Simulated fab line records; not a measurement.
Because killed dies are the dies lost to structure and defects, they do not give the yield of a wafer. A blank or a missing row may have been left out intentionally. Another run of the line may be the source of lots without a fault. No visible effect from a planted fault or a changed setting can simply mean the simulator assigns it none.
The tool behind it: which one?	flow sky130	11 lots with 33 wafers sampled at 6 steps, on a route of 708 steps

## WHAT EACH GAUGE READ, for each wafer
SKY_DNWELL_TW_MEAS_09.
lot	measured	on	DNWELL_TW
L674	day 3 06:32	film_metro-01	1126 1120 1127
L677	day 3 23:55	film_metro-02	1118 1111 1112
L678	day 4 02:32	film_metro-01	1127 1124 1130
L679	day 4 07:53	film_metro-04	1133 1131 1135
L682	day 5 00:23	film_metro-02	1115 1112 1113
L683	day 5 04:05	film_metro-02	1121 1117 1119
L684	day 5 09:40	film_metro-01	1123 1120 1120
L686	day 6 00:10	film_metro-04	1119 1118 1120
L688	day 6 08:44	film_metro-01	1129 1125 1130
L692	day 7 06:20	film_metro-01	1119 1119 1120
L697	day 8 06:19	film_metro-04	1127 1117 1131

SKY_PWDE_TW_MEAS_10.
lot	measured	on	PWDE_TW
L674	day 3 22:22	film_metro-01	378.3 375.7 375.7
L677	day 4 16:57	film_metro-04	379.1 378.7 378.4
L678	day 4 19:55	film_metro-01	377.6 380.8 377.4
L679	day 5 01:36	film_metro-04	375.1 374.9 375.7
L682	day 5 19:04	film_metro-02	374.1 373.3 374.6
L683	day 5 22:47	film_metro-01	378.3 379.2 379.1
L684	day 6 04:21	film_metro-02	374.1 372.7 375.5
L686	day 6 20:15	film_metro-01	379.5 379.0 381.2
L688	day 7 03:51	film_metro-04	400.0 399.4 401.3
L692	day 8 03:01	film_metro-04	403.3 397.3 399.6
L697	day 9 04:54	film_metro-01	377.8 376.8 374.9

SKY_NWELL_TW_MEAS_26.
lot	measured	on	NWELL_2_TW
L674	day 5 10:16	film_metro-01	503 504 501
L677	day 6 05:59	film_metro-04	499 499 501
L678	day 6 09:58	film_metro-01	507 504 507
L679	day 6 15:30	film_metro-02	494 494 494
L682	day 7 11:15	film_metro-04	505 504 505
L683	day 7 13:47	film_metro-02	496 496 495
L684	day 7 19:34	film_metro-02	495 495 495
L686	day 8 13:10	film_metro-02	493 498 494
L688	day 8 21:56	film_metro-02	493 496 497
L692	day 10 00:02	film_metro-02	494 494 494
L697	day 11 01:23	film_metro-04	500 503 497

SKY_NWELL_RS_MEAS_31: a four-point-probe measurement.
lot	measured	on	PWDE_RS (ohm/sq)
L674	day 5 10:43	film_metro-04	5292 5308 5281
L677	day 6 06:26	film_metro-01	5269 5273 5255
L678	day 6 10:26	film_metro-02	5292 5282 5292
L679	day 6 15:57	film_metro-02	5283 5302 5304
L682	day 7 11:43	film_metro-01	5275 5276 5256
L683	day 7 14:14	film_metro-04	5264 5281 5270
L684	day 7 20:01	film_metro-02	5275 5265 5275
L686	day 8 13:37	film_metro-01	5273 5283 5255
L688	day 8 22:23	film_metro-04	4529 4525 4512
L692	day 10 00:31	film_metro-04	4515 4530 4525
L697	day 11 01:50	film_metro-02	5259 5264 5264

## WHAT TOOL EACH LOT RAN ON (gives the tool, then ch and the chambers of the sampled wafers, and finally the start)
lot	SKY_FIELD_ISO_CMP_27	SKY_PWDE_IMPLANT_08
L674	cmp-02 ch 0,1,3, day 2 10:47	implanter-01 ch 0, day 3 22:08
L677	cmp-02 ch 0,2, day 3 04:26	implanter-01 ch 0, day 4 16:42
L678	cmp-02 ch 0,1,3, day 3 08:10	implanter-03 ch 0, day 4 19:42
L679	cmp-01 ch 0,1,2, day 3 12:50	implanter-03 ch 0, day 5 01:21
L682	cmp-01 ch 1,2,3, day 4 04:24	implanter-02 ch 0, day 5 18:49
L683	cmp-02 ch 0,3, day 4 07:13	implanter-03 ch 0, day 5 22:32
L684	cmp-02 ch 0,1,3, day 4 13:00	implanter-02 ch 0, day 6 04:06
L686	cmp-02 ch 1,3, day 5 02:54	implanter-01 ch 0, day 6 20:00
L688	cmp-02 ch 0,2,3, day 5 11:02	implanter-01 ch 0, day 7 03:36
L692	cmp-02 ch 0,2,3, day 6 07:52	implanter-01 ch 0, day 8 02:49
L697	cmp-01 ch 0,2, day 7 07:14	implanter-02 ch 0, day 9 04:39
- SKY_FIELD_ISO_CMP_27: polishes, stops on Si3N4, t overpolish 16 s, target thk 457.8 nm.
- SKY_PWDE_IMPLANT_08

## AS READ BY THE TOOLS THEMSELVES (means over the sampled wafers that have a number; for cases with no such wafer, the mark the record gives instead)
SKY_FIELD_ISO_CMP_27.
lot	tool	motor_current_A (A)	overpolish_run_s (s)	retaining_ring_pressure_frac	slurry_filter_dp_kPa (kPa)	time_to_endpoint_s (s)
L674	cmp-02	11.7	15.999	0.999	13.53	113
L677	cmp-02	11.1	15.994	1.004	13.53	112
L678	cmp-02	11.8	15.998	0.996	13.59	114
L679	cmp-01	11.9	16.005	0.995	13.58	117
L682	cmp-01	11.3	15.999	0.995	13.45	112
L683	cmp-02	12.3	16.000	1.002	13.43	113
L684	cmp-02	11.7	15.999	1.002	13.54	113
L686	cmp-02	12.2	16.003	1.001	13.48	113
L688	cmp-02	11.3	16.002	1.000	13.44	113
L692	cmp-02	11.5	15.994	1.001	13.57	115
L697	cmp-01	13.8	15.997	1.004	13.46	114

SKY_PWDE_IMPLANT_08.
lot	tool	beam_on_s (s)	dose_ions_cm2	end_station_pressure_torr (Torr)	faraday_current_uA
L674	implanter-01	10.08	3.6e+12	5.00e-06	20.1
L677	implanter-01	10.08	3.6e+12	5.10e-06	20.1
L678	implanter-03	9.86	3.6e+12	5.05e-06	20.6
L679	implanter-03	10.01	3.6e+12	5.18e-06	20.3
L682	implanter-02	10.05	3.6e+12	4.86e-06	20.2
L683	implanter-03	10.07	3.6e+12	4.97e-06	20.2
L684	implanter-02	9.94	3.6e+12	4.89e-06	20.4
L686	implanter-01	10.14	3.6e+12	4.97e-06	20.1
L688	implanter-01	12.42	3.6e+12	9.88e-05	16.5
L692	implanter-01	12.14	3.6e+12	9.80e-05	16.9
L697	implanter-02	9.71	3.6e+12	5.23e-06	20.9

## THE ANSWER, worked out from the rows above alone
Rule: usual is defined by the lots themselves. Put in order of their means at a reading, lots are off if they are a third of the lots or fewer, leave a main group of 4 or more, and stand apart from it by a gap of 3 or more times the standard deviation of the main group's means; of several such gaps the widest counts. A main group is skipped when, at the precision printed for the reading in the tables above, its means are all equal. Also off: a lot with no number at a reading for which 4 or more lots have one. Where the step has rows for the other lots, those lots are counted as sound. The gauges are gone through in route order, then the tools' own readings, and for those a lot's mean is taken as printed above. At the first step where some lot is off, the reading lying furthest off is the one used; lots without a number count as furthest.
Off: L688, L692, at SKY_PWDE_TW_MEAS_10 (PWDE_TW). Main group: mean 376.9, sd 2.1.
If a tool, at a process step before that reading, ran all the lots that are off and no sound lot after the first of them, it fits. The gauges at SKY_PWDE_TW_MEAS_10 aren't tried: what is off there is off at SKY_PWDE_IMPLANT_08 too, on other tools, and a gauge's error can't cause that. Undecided on this evidence; 2 tools fit (cmp-02 at SKY_FIELD_ISO_CMP_27, implanter-01 at SKY_PWDE_IMPLANT_08).

## WHAT WAS PUT IN BY THE SIMULATOR
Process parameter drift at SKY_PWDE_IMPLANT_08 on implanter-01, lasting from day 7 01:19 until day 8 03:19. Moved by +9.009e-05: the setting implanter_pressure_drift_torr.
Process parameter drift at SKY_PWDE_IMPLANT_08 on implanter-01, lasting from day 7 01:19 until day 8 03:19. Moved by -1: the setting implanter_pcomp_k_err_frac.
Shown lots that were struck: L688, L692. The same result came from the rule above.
